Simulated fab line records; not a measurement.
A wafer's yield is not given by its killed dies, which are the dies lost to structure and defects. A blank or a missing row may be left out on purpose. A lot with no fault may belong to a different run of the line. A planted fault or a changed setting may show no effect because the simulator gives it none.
fab line records	flow sky130
record: lots: 6	wafers: 18	lastDay: 50
route steps=708 shown VT_ADJUST_HVTR@139 VT_ADJUST_PCH@143 SONOS_TUNNEL@154 PAD_OPEN@708
lots that met no fault: from a run of the same line without faults
startH: hours from the record's opening day to when the first of the lot's shown wafers began	waitH: hours from the lot's prior step to this one	" unchanged from the row above	L1.1+2: several wafers, shown together as one row	- no value, or no start was given	* or withheld: withheld	< > ~ a bound
route shown NAME@n: a module of which the file shows steps, and the number in the route of the first	usual: mean and standard deviation over wafers with no fault	same: alike in all rows	chamber/n: place in a boat	sites: readings site by site	_std_site: the values' standard deviation	_edge_site: mean of outer sites minus mean of inner sites	radiusMm: for every site, how far away it sits from the centre of the wafer	mask NAME#n: copy n	behind: the last tool/chamber to shape the wafer	hold: the reason the lot was held/the length of the hold in hours/how it ended	device: the n, p or np transistor that did not switch	end of line: at the end of the route, the tests of the same wafers	a step without rows: its recipe alone	killed: the dies lost at the first sort to structure and to defects; this is not the yield of the wafer	map: a wafer's dies, x killed, . not, _ none there
set.NAME: the setting as run; set.NAME@STEP: as run at that earlier step	model.NAME: the simulator's own value behind a step, which no gauge read
lots at selected steps of the route; one table per step, one row per wafer
services: when a tool's chamber went out of use (startH, in hours from the record's first day, below 0 if earlier), for how many hours, and the reason
== steps ==
step: SKY_VT_ADJUST_HVTR_OVL_MEAS_08
usual: VT_ADJUST_HVTR_OVL: 0.7/1.5
lot.wafer	tool	chamber	startH	waitH	VT_ADJUST_HVTR_OVL[nm]
L752.2	overlay-01	-	199.78	0.1	1.0
L752.4	"	-	"	"	-0.5
L752.5	"	-	"	"	0.3
L767.2	overlay-01	-	322.82	0.1	1.5
L767.5	"	-	"	"	2.6
L767.6	"	-	"	"	2.4
L771.2	overlay-02	-	344.75	0.1	1.0
L771.4	"	-	"	"	1.7
L771.5	"	-	"	"	0.6
L772.2	overlay-02	-	353.87	0.1	1.6
L772.5	"	-	"	"	2.2
L772.6	"	-	"	"	2.7
L774.2	overlay-01	-	367.42	0.1	0.4
L774.4	"	-	"	"	0.3
L774.6	"	-	"	"	0.1
L775.2	overlay-02	-	370.18	0.1	2.2
L775.4	"	-	"	"	2.8
L775.6	"	-	"	"	1.7
step: SKY_VT_ADJUST_HVTR_IMPLANT_09
recipe: species: B	energyKev: 10	doseCm2: 2.1e+12	tiltDeg: withheld
step: SKY_VT_ADJUST_HVTR_STRIP_10
recipe: chemistry: O2/N2	powerW: 1400	pressureMtorr: 1500	platenTempC: withheld	o2FlowSccm: 3000	n2FlowSccm: 300	overashFraction: 0.5
usual: drypumpMotorCurrentA: 5.6/0.49	oesProductAu: 0.716/0.0042	stripTimeToEndpointS: 14.19/0.038
lot.wafer	tool	chamber	startH	waitH	drypumpMotorCurrentA	oesProductAu	rfHoursCounterH	stripTimeToEndpointS
L752.2	plasmaAsher-03	0	199.96	0.1	6.2	0.715	38	14.20
L752.4	"	0	"	"	6.2	0.718	-	14.19
L752.5	"	0	"	"	6.2	0.715	-	14.19
L767.2	plasmaAsher-04	1	323.00	0.1	5.8	0.723	64	14.22
L767.5	"	0	"	"	5.9	0.710	-	14.24
L767.6	"	1	"	"	5.8	0.716	-	14.23
L771.2	plasmaAsher-02	1	344.93	0.1	4.7	0.715	65	14.19
L771.4	"	1	"	"	4.7	0.715	-	14.22
L771.5	"	1	"	"	4.7	0.726	-	14.17
L772.2	plasmaAsher-03	1	354.05	0.1	5.9	0.708	52	14.24
L772.5	"	1	"	"	5.9	0.721	-	14.25
L772.6	"	0	"	"	6.2	0.711	-	14.25
L774.2	plasmaAsher-02	0	367.60	0.1	5.7	0.721	67	14.19
L774.4	"	0	"	"	5.7	0.710	-	14.19
L774.6	"	1	"	"	4.7	0.718	-	14.19
L775.2	plasmaAsher-03	1	370.36	0.1	5.9	0.720	54	14.16
L775.4	"	0	"	"	6.2	0.718	-	14.18
L775.6	"	1	"	"	5.9	0.710	-	14.15
step: SKY_VT_ADJUST_HVTR_TW_MEAS_11
usual: VT_ADJUST_HVTR_TW: 212.6/1.1
lot.wafer	tool	chamber	startH	waitH	VT_ADJUST_HVTR_TW
L752.2	filmMetro-02	-	200.06	0.1	212.4
L752.4	"	-	"	"	211.6
L752.5	"	-	"	"	212.1
L767.2	filmMetro-03	-	323.11	0.1	212.5
L767.5	"	-	"	"	211.9
L767.6	"	-	"	"	213.5
L771.2	filmMetro-02	-	345.04	0.1	211.9
L771.4	"	-	"	"	211.1
L771.5	"	-	"	"	211.7
L772.2	filmMetro-02	-	354.16	0.1	212.5
L772.5	"	-	"	"	211.7
L772.6	"	-	"	"	211.5
L774.2	filmMetro-01	-	367.71	0.1	212.3
L774.4	"	-	"	"	212.2
L774.6	"	-	"	"	212.3
L775.2	filmMetro-01	-	370.47	0.1	212.9
L775.4	"	-	"	"	212.5
L775.6	"	-	"	"	212.5
step: SKY_VT_ADJUST_PCH_DEHYDRATE_00
recipe: tempC: 200	timeS: 60
step: SKY_VT_ADJUST_PCH_HMDS_01
recipe: primeTimeS: 60	primeTempC: 120
step: SKY_VT_ADJUST_PCH_COAT_02
recipe: spinRpm: 2000	resistThkNm: 3000
step: SKY_VT_ADJUST_PCH_SOFTBAKE_03
recipe: tempC: 110	timeS: withheld
step: SKY_VT_ADJUST_PCH_EXPOSE_04
recipe: maskId: NWM	na: 0.6	sourceShape: conventional	sigmaOuter: 0.6	polarization: unpolarized	targetCdNm: 840	doseMj: 255
step: SKY_VT_ADJUST_PCH_PEB_05
recipe: tempC: 115	timeS: withheld
step: SKY_VT_ADJUST_PCH_DEVELOP_06
recipe: wallAngleDeg: 90	developer: TMAH	developTimeS: 60	devTempC: 23
step: SKY_VT_ADJUST_PCH_OVL_MEAS_07
usual: VT_ADJUST_PCH_OVL: 1.1/1.2
lot.wafer	tool	chamber	startH	waitH	VT_ADJUST_PCH_OVL[nm]
L752.2	overlay-02	-	222.28	-	0.5
L752.4	"	-	"	"	2.5
L752.5	"	-	"	"	1.3
L767.2	overlay-02	-	350.48	-	-0.3
L767.5	"	-	"	"	-1.7
L767.6	"	-	"	"	0.6
L771.2	overlay-01	-	372.35	-	0.6
L771.4	"	-	"	"	0.6
L771.5	"	-	"	"	-0.3
L772.2	overlay-01	-	381.96	-	0.3
L772.5	"	-	"	"	1.7
L772.6	"	-	"	"	1.2
L774.2	overlay-02	-	396.68	-	0.7
L774.4	"	-	"	"	0.8
L774.6	"	-	"	"	-0.2
L775.2	overlay-02	-	399.30	-	2.8
L775.4	"	-	"	"	1.4
L775.6	"	-	"	"	1.9
step: SKY_VT_ADJUST_PCH_IMPLANT_08
recipe: species: B	energyKev: 10	doseCm2: 5e+11	tiltDeg: withheld
usual: doseIonsCm2: 5e+11/5.3e+08	faradayCurrentUA: 2.83/0.051
lot.wafer	tool	chamber	startH	waitH	doseIonsCm2	faradayCurrentUA
L752.2	implanter-04	0	222.33	0.0	5.004e+11	2.81
L752.4	"	0	"	"	4.992e+11	2.88
L752.5	"	0	"	"	4.998e+11	2.87
L767.2	implanter-02	0	350.53	0.0	4.994e+11	2.82
L767.5	"	0	"	"	5e+11	2.84
L767.6	"	0	"	"	5.003e+11	2.87
L771.2	implanter-02	0	372.41	0.0	4.233e+11	2.43
L771.4	"	0	"	"	4.228e+11	2.43
L771.5	"	0	"	"	4.232e+11	2.39
L772.2	implanter-02	0	382.02	0.0	4.228e+11	2.39
L772.5	"	0	"	"	4.228e+11	2.45
L772.6	"	0	"	"	4.238e+11	2.36
L774.2	implanter-03	0	396.73	0.0	4.999e+11	2.85
L774.4	"	0	"	"	4.989e+11	2.79
L774.6	"	0	"	"	5.003e+11	2.80
L775.2	implanter-04	0	399.36	0.0	5.001e+11	2.88
L775.4	"	0	"	"	5.001e+11	2.77
L775.6	"	0	"	"	4.994e+11	2.77
step: SKY_VT_ADJUST_PCH_STRIP_09
recipe: chemistry: O2/N2	powerW: 1400	pressureMtorr: 1500	platenTempC: withheld	o2FlowSccm: 3000	n2FlowSccm: 300	overashFraction: 0.5
usual: drypumpMotorCurrentA: 5.5/0.41	oesProductAu: 0.722/0.0048	stripTimeToEndpointS: 36.90/0.11
lot.wafer	tool	chamber	startH	waitH	drypumpMotorCurrentA	oesProductAu	rfHoursCounterH	stripTimeToEndpointS
L752.2	plasmaAsher-04	0	222.46	0.1	5.9	0.723	55	36.77
L752.4	"	1	"	"	5.8	0.728	-	36.77
L752.5	"	1	"	"	5.7	0.723	-	36.85
L767.2	plasmaAsher-01	1	350.66	0.1	5.3	0.723	23	36.78
L767.5	"	1	"	"	5.3	0.721	-	36.73
L767.6	"	0	"	"	5.4	0.727	-	36.70
L771.2	plasmaAsher-01	1	372.53	0.1	5.3	0.710	25	36.94
L771.4	"	0	"	"	5.4	0.723	-	36.87
L771.5	"	0	"	"	5.4	0.720	-	36.81
L772.2	plasmaAsher-01	0	382.14	0.1	5.4	0.718	26	36.99
L772.5	"	1	"	"	5.3	0.728	-	36.95
L772.6	"	0	"	"	5.4	0.727	-	36.95
L774.2	plasmaAsher-01	0	396.86	0.1	5.4	0.727	28	36.99
L774.4	"	0	"	"	5.4	0.719	-	36.94
L774.6	"	0	"	"	5.4	0.725	-	36.84
L775.2	plasmaAsher-02	1	399.48	0.1	4.7	0.711	70	37.04
L775.4	"	0	"	"	5.7	0.723	-	36.95
L775.6	"	0	"	"	5.7	0.719	-	36.94
step: SKY_VT_ADJUST_PCH_TW_MEAS_10
usual: VT_ADJUST_PCH_TW: 143.5/0.75
lot.wafer	tool	chamber	startH	waitH	VT_ADJUST_PCH_TW
L752.2	filmMetro-04	-	222.57	0.1	143.6
L752.4	"	-	"	"	143.3
L752.5	"	-	"	"	143.2
L767.2	filmMetro-04	-	350.77	0.1	144.0
L767.5	"	-	"	"	143.4
L767.6	"	-	"	"	143.8
L771.2	filmMetro-04	-	372.64	0.1	138.0
L771.4	"	-	"	"	137.7
L771.5	"	-	"	"	138.2
L772.2	filmMetro-03	-	382.25	0.1	138.7
L772.5	"	-	"	"	138.6
L772.6	"	-	"	"	138.4
L774.2	filmMetro-04	-	396.97	0.1	143.9
L774.4	"	-	"	"	144.0
L774.6	"	-	"	"	143.9
L775.2	filmMetro-04	-	399.59	0.1	143.5
L775.4	"	-	"	"	144.2
L775.6	"	-	"	"	144.4
step: SKY_SONOS_TUNNEL_DEHYDRATE_00
recipe: tempC: 200	timeS: 60
step: SKY_PAD_OPEN_PROBE_99
usual: killed_at_M0_to_M3: 43/7.8	killed_at_M4_up: 3.2/1.7	killedAtContacts: 24/5.2	killedAtFrontEnd: 15/4.5	killedAtOther: 0.4/0.65	killedDies: 87/9.1	killedOpen: 47/7.3	killedShort: 40/6.5
same: grossDies: 492	killedAtBackSide: 0
lot.wafer	tool	chamber	startH	waitH	killed_at_M0_to_M3	killed_at_M4_up	killedAtContacts	killedAtFrontEnd	killedAtOther	killedDies	killedOpen	killedShort	model.etest.pfetG5v0d10v5.vtLongV
L752.2	prober-01	-	1068.52	0.1	42	1	25	15	1	84	49	35	-0.9214
L752.4	prober-01	-	1068.62	0.2	45	1	34	8	0	88	54	34	-0.9308
L752.5	prober-01	-	1068.67	0.2	43	4	21	21	0	89	46	43	-0.922
L767.2	prober-02	-	1163.58	0.1	45	4	25	18	0	92	51	41	-0.9284
L767.5	prober-02	-	1163.73	0.2	39	2	21	15	0	77	41	36	-0.9221
L767.6	prober-02	-	1163.78	0.2	60	3	16	15	0	94	42	52	-0.9215
L771.2	prober-02	-	1187.34	0.1	42	4	26	14	0	86	55	31	-0.9808
L771.4	prober-02	-	1187.44	0.2	47	7	19	10	0	83	48	35	-0.9814
L771.5	prober-02	-	1187.49	0.2	48	5	24	13	0	90	50	40	-0.9751
L772.2	prober-01	-	1192.71	0.1	28	0	21	9	3	61	32	26	-0.9792
L772.5	prober-01	-	1192.86	0.2	45	4	26	14	0	89	41	48	-0.973
L772.6	prober-01	-	1192.91	0.2	56	2	16	10	0	84	42	42	-0.9781
L774.2	prober-01	-	1194.21	0.1	51	1	21	16	0	89	58	31	-0.9133
L774.4	prober-01	-	1194.31	0.2	54	3	22	17	0	96	57	39	-0.9251
L774.6	prober-01	-	1194.41	0.2	53	5	30	14	0	102	49	53	-0.9143
L775.2	prober-02	-	1197.22	0.1	30	0	31	17	0	78	40	38	-0.9137
L775.4	prober-02	-	1197.32	0.2	44	4	27	14	2	91	45	46	-0.9037
L775.6	prober-02	-	1197.42	0.2	35	0	26	10	0	71	43	28	-0.9147
killed by level:class
L752.2 VIA1:geometricParticle:open=12 LI_CONTACT:geometricParticle:open=11 CONTACT:geometricParticle:open=8 VIA1:geometricParticle:short=6 VIA3:geometricParticle:open=5 VIA2:geometricParticle:open=5 METAL2:geometricParticle:short=5 FIELD_ISO:geometricParticle:open=4
L752.4 CONTACT:geometricParticle:open=13 VIA1:geometricParticle:open=12 CONTACT:geometricParticle:short=9 LI_CONTACT:geometricParticle:open=8 METAL2:geometricParticle:short=6 VIA2:geometricParticle:open=6 VIA2:geometricParticle:short=5 VIA3:geometricParticle:open=4
L752.5 VIA1:geometricParticle:open=15 CONTACT:geometricParticle:open=7 METAL2:geometricParticle:short=7 POLY_GATE:geometricParticle:open=5 LOCAL_INTERCONNECT:geometricParticle:short=5 VIA3:geometricParticle:open=5 CONTACT:geometricParticle:short=5 VIA2:geometricParticle:open=5
L767.2 VIA1:geometricParticle:open=13 CONTACT:geometricParticle:open=11 VIA1:geometricParticle:short=7 FIELD_ISO:geometricParticle:short=6 FIELD_ISO:geometricParticle:open=6 VIA2:geometricParticle:open=6 VIA3:geometricParticle:open=6 LI_CONTACT:geometricParticle:open=5
L767.5 LI_CONTACT:geometricParticle:open=8 VIA1:geometricParticle:open=7 FIELD_ISO:geometricParticle:open=5 CONTACT:geometricParticle:open=5 METAL2:geometricParticle:short=5 POLY_GATE:geometricParticle:short=4 LI_CONTACT:geometricParticle:short=4 VIA2:geometricParticle:open=4
L767.6 VIA1:geometricParticle:open=13 CONTACT:geometricParticle:open=10 VIA1:geometricParticle:short=9 METAL2:geometricParticle:short=9 VIA3:geometricParticle:open=6 VIA2:geometricParticle:open=6 FIELD_ISO:geometricParticle:short=5 POLY_GATE:geometricParticle:short=5
L771.2 VIA1:geometricParticle:open=14 VIA2:geometricParticle:open=10 CONTACT:geometricParticle:open=8 FIELD_ISO:geometricParticle:open=5 LI_CONTACT:geometricParticle:open=5 LOCAL_INTERCONNECT:geometricParticle:short=5 VIA3:geometricParticle:open=5 CONTACT:geometricParticle:short=4
L771.4 VIA3:geometricParticle:open=10 CONTACT:geometricParticle:open=8 VIA1:geometricParticle:open=8 VIA2:geometricParticle:open=8 METAL4:geometricParticle:short=7 METAL2:geometricParticle:short=7 VIA1:geometricParticle:short=5 LI_CONTACT:geometricParticle:open=4
L771.5 CONTACT:geometricParticle:open=11 VIA1:geometricParticle:open=11 METAL1:geometricParticle:short=7 VIA3:geometricParticle:open=7 METAL2:geometricParticle:short=6 VIA2:geometricParticle:open=6 VIA3:geometricParticle:short=5 FIELD_ISO:geometricParticle:open=4
L772.2 CONTACT:geometricParticle:open=9 VIA1:geometricParticle:open=7 VIA2:geometricParticle:open=6 VIA3:geometricParticle:short=5 METAL2:geometricParticle:short=4 FIELD_ISO:geometricParticle:short=3 VIA1:geometricParticle:short=3 LI_CONTACT:geometricParticle:short=3
L772.5 CONTACT:geometricParticle:open=12 VIA1:geometricParticle:open=8 METAL2:geometricParticle:short=8 CONTACT:geometricParticle:short=7 METAL1:geometricParticle:short=7 FIELD_ISO:geometricParticle:short=5 LI_CONTACT:geometricParticle:open=5 VIA3:geometricParticle:short=5
L772.6 VIA1:geometricParticle:open=11 VIA2:geometricParticle:short=9 VIA2:geometricParticle:open=9 VIA3:geometricParticle:open=6 POLY_GATE:geometricParticle:short=5 VIA1:geometricParticle:short=5 CONTACT:geometricParticle:short=5 CONTACT:geometricParticle:open=5
L774.2 METAL1:geometricParticle:short=10 VIA1:geometricParticle:open=9 VIA3:geometricParticle:open=9 VIA2:geometricParticle:open=8 CONTACT:geometricParticle:open=8 POLY_GATE:geometricParticle:open=5 LI_CONTACT:geometricParticle:open=5 LOCAL_INTERCONNECT:geometricParticle:short=4
L774.4 VIA1:geometricParticle:open=12 VIA3:geometricParticle:open=9 LOCAL_INTERCONNECT:geometricParticle:short=8 VIA2:geometricParticle:open=8 METAL1:geometricParticle:short=7 LI_CONTACT:geometricParticle:open=6 METAL1:geometricParticle:open=5 VIA1:geometricParticle:short=5
L774.6 CONTACT:geometricParticle:open=11 VIA1:geometricParticle:open=10 CONTACT:geometricParticle:short=9 VIA3:geometricParticle:short=8 METAL1:geometricParticle:short=7 VIA3:geometricParticle:open=7 FIELD_ISO:geometricParticle:short=5 METAL2:geometricParticle:short=5
L775.2 LI_CONTACT:geometricParticle:open=11 CONTACT:geometricParticle:open=9 LI_CONTACT:geometricParticle:short=5 VIA1:geometricParticle:short=5 POLY_GATE:geometricParticle:open=4 POLY_GATE:geometricParticle:short=4 METAL1:geometricParticle:short=4 FIELD_ISO:geometricParticle:open=3
L775.4 VIA1:geometricParticle:open=9 LI_CONTACT:geometricParticle:open=8 CONTACT:geometricParticle:open=8 METAL3:geometricParticle:short=7 POLY_GATE:geometricParticle:short=6 LI_CONTACT:geometricParticle:short=5 METAL2:geometricParticle:short=5 POLY_GATE:geometricParticle:open=4
L775.6 CONTACT:geometricParticle:open=14 VIA2:geometricParticle:open=8 VIA3:geometricParticle:open=6 FIELD_ISO:geometricParticle:short=5 CONTACT:geometricParticle:short=5 LI_CONTACT:geometricParticle:open=4 VIA1:geometricParticle:open=4 METAL2:geometricParticle:short=4
== services ==
tool	chamber	startH	hours	kind
plasmaAsher-04	-	178.73	0.9	repair
implanter-04	-	178.76	1.9	repair
implanter-04	-	179.20	1.2	repair
plasmaAsher-03	-	187.37	1.5	repair
implanter-04	-	243.40	4.4	repair
implanter-04	-	267.97	9.1	repair
plasmaAsher-04	-	270.77	15.6	pm
implanter-04	-	271.23	1.4	repair
plasmaAsher-03	-	289.41	14.6	pm
implanter-03	-	297.50	2.0	repair
plasmaAsher-02	-	302.76	8.8	repair
plasmaAsher-01	-	315.62	1.7	repair
implanter-03	-	341.37	6.0	pm
implanter-03	-	349.32	1.3	repair
implanter-03	-	355.16	0.8	repair
== key ==
firstSign: step: SKY_VT_ADJUST_PCH_IMPLANT_08	reading: doseIonsCm2	direction: down	sigmas: 99+	usual: *	struck: *
effect: step: SKY_VT_ADJUST_PCH_IMPLANT_08	reading: faradayCurrentUA	direction: down	sigmas: 8.2	usual: 2.83	struck: 2.41
effect: step: SKY_VT_ADJUST_PCH_TW_MEAS_10	reading: VT_ADJUST_PCH_TW	direction: down	sigmas: 7	usual: 143.5	struck: 138.2
modelEffect: step: SKY_PAD_OPEN_PROBE_99	value: etest.pfetG5v0d10v5.vtLongV	without: -0.9493	struck: -0.978
metAt SKY_VT_ADJUST_PCH_IMPLANT_08
struckWafers L771.2,L771.4,L771.5,L772.2,L772.5,L772.6
testerLeftOut L771,L772
onsetBetween 350.53 372.41
fault: kind: processParameterDrift	tool: implanter-02	chamber: -	onsetH: 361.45	steps: SKY_VT_ADJUST_PCH_IMPLANT_08	channel: doseCm2	offset: *	shape: step	endH: 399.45	actsIn: *	stated: *
testerLeftOut: of these lots the tester's yield and bins aren't shown, on N5 and GAA mostly nor the transistor test; their killed dies are dies lost to structure and defects alone, not to doping, threshold or leakage, so they don't give the yield
